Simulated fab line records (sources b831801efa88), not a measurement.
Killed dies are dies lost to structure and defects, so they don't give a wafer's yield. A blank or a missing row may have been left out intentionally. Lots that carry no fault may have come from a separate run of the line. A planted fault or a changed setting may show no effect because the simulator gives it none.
Chamber matching | flow sfq_line | SFQ_TRILAYER_I3_CMP_CMP_082 on cmp-02 has 4 sister chambers
The step polishes SiO2. 4 wafers are shown with their chamber, then 8 later ones without.

== EACH WAFER AND ITS CHAMBER ==
wafer  | chamber | motor_current_A (A)
L631.2 | 2       | 9.8
L638.2 | 3       | 12.3
L638.6 | 0       | 8.4
L639.3 | 1       | 10.5

== WAFERS MISSING THEIR CHAMBER ==
wafer  | motor_current_A (A)
L639.4 | 9.0
L639.5 | 10.5
L641.1 | 12.3
L641.5 | 8.5
L641.6 | 10.6
L642.1 | 10.2
L642.4 | 10.2
L642.6 | 10.5

== THE CHAMBER EACH PASSED THROUGH ==
wafer  | from the rows above     | in truth
L639.4 | can't be placed: 0 or 2 | 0
L639.5 | 1                       | 1
L641.1 | 3                       | 3
L641.5 | 0                       | 0
L641.6 | 1                       | 1
L642.1 | can't be placed: 1 or 2 | 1
L642.4 | can't be placed: 1 or 2 | 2
L642.6 | 1                       | 1
Placed correctly: 5 of 8. From these rows, 3 cannot be placed; in 3 the true chamber is one of the candidates. Placed wrongly: 0.
How it was worked out, from the rows above alone: a wafer's distance from a chamber is the root of the sum, over the readings, of the square of ((its reading less the chamber's mean) divided by the reading's scatter). The wafer belongs to the nearest chamber; if the next one is less than 2 further off, it can't be placed. Each chamber's mean is taken over the wafers shown for it. The scatter: root of mean squared gap, hidden wafer to nearest shown wafer, with one shown wafer a chamber.
